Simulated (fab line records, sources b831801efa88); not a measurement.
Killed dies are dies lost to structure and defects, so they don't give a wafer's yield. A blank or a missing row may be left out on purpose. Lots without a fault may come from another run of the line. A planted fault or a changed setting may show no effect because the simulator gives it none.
Which tool did it? | flow gf180mcu | 13 lots, 39 wafers sampled, at 4 steps of a route of 602

WHAT THE GAUGES READ, wafer by wafer
GF_V4_THK_MEAS_25: measures by xrf. Usual: V4_W_THK 359 nm, standard deviation 5.2.
lot  | measured     | on            | V4_W_THK (nm) | flag
L551 | day 24 06:22 | film_metro-04 | 355 356 353   |
L552 | day 24 16:34 | film_metro-03 | 372 370 370   |
L553 | day 25 03:17 | film_metro-04 | 351 345 351   |
L554 | day 25 13:11 | film_metro-01 | 364 361 360   |
L557 | day 26 09:36 | film_metro-03 | 360 368 362   |
L558 | day 26 19:52 | film_metro-04 | 351 353 353   |
L560 | day 27 11:43 | film_metro-03 | 360 354 359   |
L561 | day 27 20:18 | film_metro-03 | 370 363 365   |
L562 | day 28 06:56 | film_metro-03 | 356 358 359   |
L563 | day 28 10:16 | film_metro-03 | 360 357 355   |
L565 | day 29 00:31 | film_metro-03 | 358 355 360   |
L566 | day 29 08:33 | film_metro-03 | 361 366 355   |
L569 | day 29 22:53 | film_metro-04 | 356 361 362   |

GF_V5_CD_MEAS_14: target cd 260 nm. Usual: cd_nm 260.0 nm, standard deviation 1.4.
lot  | measured     | on        | cd_nm (nm)        | flag
L551 | day 26 23:23 | cd_sem-02 | 262.8 260.3 262.0 |
L552 | day 27 09:02 | cd_sem-01 | 262.2 264.1 260.2 |
L553 | day 27 18:43 | cd_sem-01 | 259.6 258.4 258.8 |
L554 | day 28 04:04 | cd_sem-02 | 259.5 258.8 260.0 |
L557 | day 29 00:37 | cd_sem-01 | 257.9 259.2 258.6 |
L558 | day 29 09:53 | cd_sem-02 | 260.8 260.2 259.0 |
L560 | day 30 00:19 | cd_sem-01 | 260.2 258.5 259.9 |
L561 | day 30 08:32 | cd_sem-01 | 260.3 262.4 261.6 |
L562 | day 30 18:05 | cd_sem-02 | 261.4 262.7 262.2 |
L563 | day 30 20:01 | cd_sem-01 | 261.2 260.2 260.5 |
L565 | day 31 09:25 | cd_sem-01 | 258.9 258.3 258.9 |
L566 | day 31 18:20 | cd_sem-02 | 260.1 258.8 261.0 |
L569 | day 32 06:32 | cd_sem-02 | 262.7 262.4 261.7 |

WHICH TOOL RAN EACH LOT (tool, then ch and the chambers of the sampled wafers, then the start)
lot  | GF_MIM_SPUTTER_00            | GF_M5_METAL_ETCH_10
L551 | pvd_sputter-02, day 24 06:43 | rie_metal-01 ch 0,1, day 26 01:53
L552 | pvd_sputter-03, day 24 16:56 | rie_metal-01 ch 0,1, day 26 11:37
L553 | pvd_sputter-02, day 25 03:38 | rie_metal-01 ch 0,1, day 26 21:25
L554 | pvd_sputter-03, day 25 13:32 | rie_metal-01 ch 0,1, day 27 07:10
L557 | pvd_sputter-03, day 26 09:58 | rie_metal-04 ch 0,1, day 28 03:13
L558 | pvd_sputter-02, day 26 20:13 | rie_metal-01 ch 0,1, day 28 13:13
L560 | pvd_sputter-03, day 27 12:04 | rie_metal-01 ch 1, day 29 04:13
L561 | pvd_sputter-01, day 27 20:40 | rie_metal-01 ch 0,1, day 29 12:29
L562 | pvd_sputter-01, day 28 07:18 | rie_metal-02 ch 0,1, day 29 22:34
L563 | pvd_sputter-03, day 28 10:37 | rie_metal-01 ch 0,1, day 30 00:49
L565 | pvd_sputter-03, day 29 00:52 | rie_metal-01 ch 0,1, day 30 14:25
L566 | pvd_sputter-03, day 29 09:01 | rie_metal-01 ch 0,1, day 30 22:55
L569 | pvd_sputter-03, day 29 23:14 | rie_metal-01 ch 0,1, day 31 11:59
- GF_MIM_SPUTTER_00: material Ti, target thk 37.5 nm, time 150 s.
- GF_M5_METAL_ETCH_10: etches the open film in Cl2/BCl3, stops on SiO2, target depth 750.8 nm, time 125.1 s.

WHAT THE TOOLS THEMSELVES READ (means of the sampled wafers that have a number; where no wafer has one, the mark that the record gives instead)
GF_MIM_SPUTTER_00. Usual: throttle_valve_pct 29.5 %, standard deviation 1.1.
lot  | tool           | throttle_valve_pct (%) | flag
L551 | pvd_sputter-02 | 29.5                   |
L552 | pvd_sputter-03 | 28.7                   |
L553 | pvd_sputter-02 | 29.7                   |
L554 | pvd_sputter-03 | 28.6                   |
L557 | pvd_sputter-03 | 29.4                   |
L558 | pvd_sputter-02 | 29.1                   |
L560 | pvd_sputter-03 | 30.2                   |
L561 | pvd_sputter-01 | 31.2                   |
L562 | pvd_sputter-01 | 31.3                   |
L563 | pvd_sputter-03 | 29.4                   |
L565 | pvd_sputter-03 | 29.2                   |
L566 | pvd_sputter-03 | 29.1                   |
L569 | pvd_sputter-03 | 30.0                   |

GF_M5_METAL_ETCH_10. Usual: bcl3_flow_sccm 40.01 sccm, standard deviation 0.12; drypump_motor_current_A 5.7 A, standard deviation 0.45; oes_product_au 0.989 a.u., standard deviation 0.0054; throttle_valve_pct 28.230 %, standard deviation 0.01.
lot  | tool         | bcl3_flow_sccm (sccm) | drypump_motor_current_A (A) | oes_product_au (a.u.) | throttle_valve_pct (%) | flag
L551 | rie_metal-01 | 39.99                 | 5.4                         | 0.992                 | 28.227                 |
L552 | rie_metal-01 | 39.98                 | 5.3                         | 0.992                 | 28.231                 |
L553 | rie_metal-01 | 40.02                 | 5.4                         | 0.987                 | 28.222                 |
L554 | rie_metal-01 | 40.04                 | 5.3                         | 0.985                 | 28.227                 |
L557 | rie_metal-04 | 39.98                 | 5.2                         | 0.991                 | 28.231                 |
L558 | rie_metal-01 | 39.88                 | 5.4                         | 0.985                 | 28.232                 |
L560 | rie_metal-01 | 39.88                 | 5.3                         | 0.984                 | 28.237                 |
L561 | rie_metal-01 | 40.07                 | 5.4                         | 0.988                 | 28.233                 |
L562 | rie_metal-02 | 40.09                 | 6.2                         | 0.990                 | 28.231                 |
L563 | rie_metal-01 | 40.00                 | 5.4                         | 0.987                 | 28.226                 |
L565 | rie_metal-01 | 39.97                 | 5.3                         | 0.982                 | 28.236                 |
L566 | rie_metal-01 | 40.02                 | 5.4                         | 0.995                 | 28.221                 |
L569 | rie_metal-01 | 40.01                 | 5.4                         | 0.985                 | 28.237                 |

THE ANSWER, worked out from the rows above alone
Rule: a lot is off if the mean of its wafers that have a number lies more than 3 standard deviations from the usual mean. A lot without any number at a reading at which 4 lots or more have one is off too. The other lots that the step has rows for count as sound. The gauges are gone through in route order, then the tools' own readings, and for those a lot's mean is taken as printed above. The first step at which some lot is off is used, and at that step the reading that is off furthest; a lot without a number counts as furthest.
No lot is off at any reading shown: from this, nothing can be told.

WHAT THE SIMULATOR HAD PUT IN
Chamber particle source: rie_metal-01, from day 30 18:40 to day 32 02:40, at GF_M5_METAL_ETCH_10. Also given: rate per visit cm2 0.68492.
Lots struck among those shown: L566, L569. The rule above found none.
